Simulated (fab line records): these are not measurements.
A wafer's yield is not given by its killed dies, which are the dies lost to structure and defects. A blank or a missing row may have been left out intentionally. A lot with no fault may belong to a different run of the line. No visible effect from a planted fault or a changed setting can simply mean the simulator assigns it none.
A single fault, viewed from 2 desks	flow gf180mcu	every desk sees just its own numbers, and what lay behind them comes last

== FROM THE METROLOGY DESK ==
What the gauges read, lot by lot, whatever tool the lot ran on: means of the sampled wafers that have a number. Marked OUT: a lot whose mean sits more than 4 standard deviations from the usual mean, which makes it out of limits; the brackets give that distance.
Columns: A = V2_CVD_00_THK at GF_V2_THK_MEAS_01, usual 598 nm; B = PASSIVATION_CVD_02_THK at GF_PASSIVATION_THK_MEAS_03, usual 698 nm
lot	first seen here	A	B
L786	day 19 15:19	594	716
L787	day 19 20:02	599	697
L790	day 21 01:53	601	706
L791	day 21 09:27	603	709
L792	day 21 15:28	599	705
L796	day 23 11:37	596	696
L797	day 23 15:23	596	593 (-11) OUT
L799	day 24 13:04	593	585 (-12) OUT
L806	day 26 17:02	604	703
L807	day 27 00:35	595	702
L808	day 27 08:35	605	692
Per this desk, out of limits: L797, L799; the first was L797, day 31 13:28 (PASSIVATION_CVD_02_THK at GF_PASSIVATION_THK_MEAS_03). L786, L787, L790, L791, L792, L796, L806, L807, L808 stayed within limits.

== THE TOOL OWNER'S DESK: pecvd-03 ==
The tool's own readings at GF_PASSIVATION_CVD_02 (deposits Si3N4, target thk 700 nm, time 486.18 s): means of the sampled wafers that have a number, for each lot that ran on this tool. Marked OUT: a lot whose mean sits more than 4 standard deviations from the usual mean, which makes it out of limits; the brackets give that distance.
Columns: A = heater-power-w at GF_PASSIVATION_CVD_02, usual 700 W; B = rf-fwd-power-W at GF_PASSIVATION_CVD_02, usual 449.6 W
lot	first seen here	A	B
L787	day 28 12:02	626	449.7
L790	day 29 11:32	597	450.1
L791	day 29 21:44	630	449.9
L797	day 31 13:10	689	270.1 (-99 or more) OUT
L799	day 32 07:47	660	269.4 (-99 or more) OUT
This desk's finding: out of limits on L797, L799; first on L797, day 31 13:10 (rf-fwd-power-W at GF_PASSIVATION_CVD_02). L787, L790, L791 stayed within limits.

== TAKEN TOGETHER ==
On L797, L799, at day 31 13:10, an alarm was possible from the tool owner's desk.
On L797, L799, the metrology desk was in a position to raise an alarm at day 31 13:28.
On pecvd-03, each named lot ran GF_PASSIVATION_CVD_02.

== WHAT THE SIMULATOR HAD INSERTED ==
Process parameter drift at GF_PASSIVATION_CVD_02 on pecvd-03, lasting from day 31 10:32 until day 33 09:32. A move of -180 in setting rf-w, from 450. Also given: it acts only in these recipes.
Lots struck among those shown: L797, L799.
Time in hours from fault onset to the first out-of-limits reading at each desk: tool owner's desk 3, metrology desk 3.
